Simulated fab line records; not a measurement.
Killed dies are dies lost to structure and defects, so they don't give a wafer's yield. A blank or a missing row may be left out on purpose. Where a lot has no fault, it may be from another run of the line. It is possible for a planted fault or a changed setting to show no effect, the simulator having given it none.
Matching of chambers ; flow sky130 ; 4 sister chambers for SKY_VIA4_CMP_21 on cmp-02
The step polishes, stops on SiO2, t overpolish 25 s, target thk 0 nm. 4 wafers are shown with their chamber, then 9 later ones without.

== WAFERS WITH THEIR CHAMBER ==
wafer;chamber;motorCurrentA (A)
L081.1;2;11.0
L086.1;0;9.1
L086.4;1;11.4
L086.5;3;10.7

== WAFERS WITHOUT THEIR CHAMBER ==
wafer;motorCurrentA (A)
L092.1;11.0
L092.5;9.2
L092.6;11.1
L093.2;11.1
L093.3;9.0
L093.4;11.2
L097.1;11.0
L097.3;11.3
L097.4;11.0

== WHICH CHAMBER EACH WENT THROUGH ==
wafer;from the rows above;in truth
L092.1;2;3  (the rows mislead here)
L092.5;0;0
L092.6;2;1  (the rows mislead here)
L093.2;2;2
L093.3;0;0
L093.4;can't be placed: 2 or 1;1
L097.1;2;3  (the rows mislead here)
L097.3;1;1
L097.4;2;2
5 of 9 placed correctly. Not placeable from these rows: 1 (in 1, the candidates include the true chamber). Wrongly placed: 3.
How it was worked out, from the rows above alone: a wafer's distance from a chamber is the root of the sum, over the readings, of the square of ((its reading less the chamber's mean) divided by the reading's scatter). The wafer belongs to the nearest chamber; if the next one is less than 2 further off, it can't be placed. For every chamber, the mean is computed from those of its wafers that are shown. The scatter: root of mean squared gap, hidden wafer to nearest shown wafer, with one shown wafer a chamber.
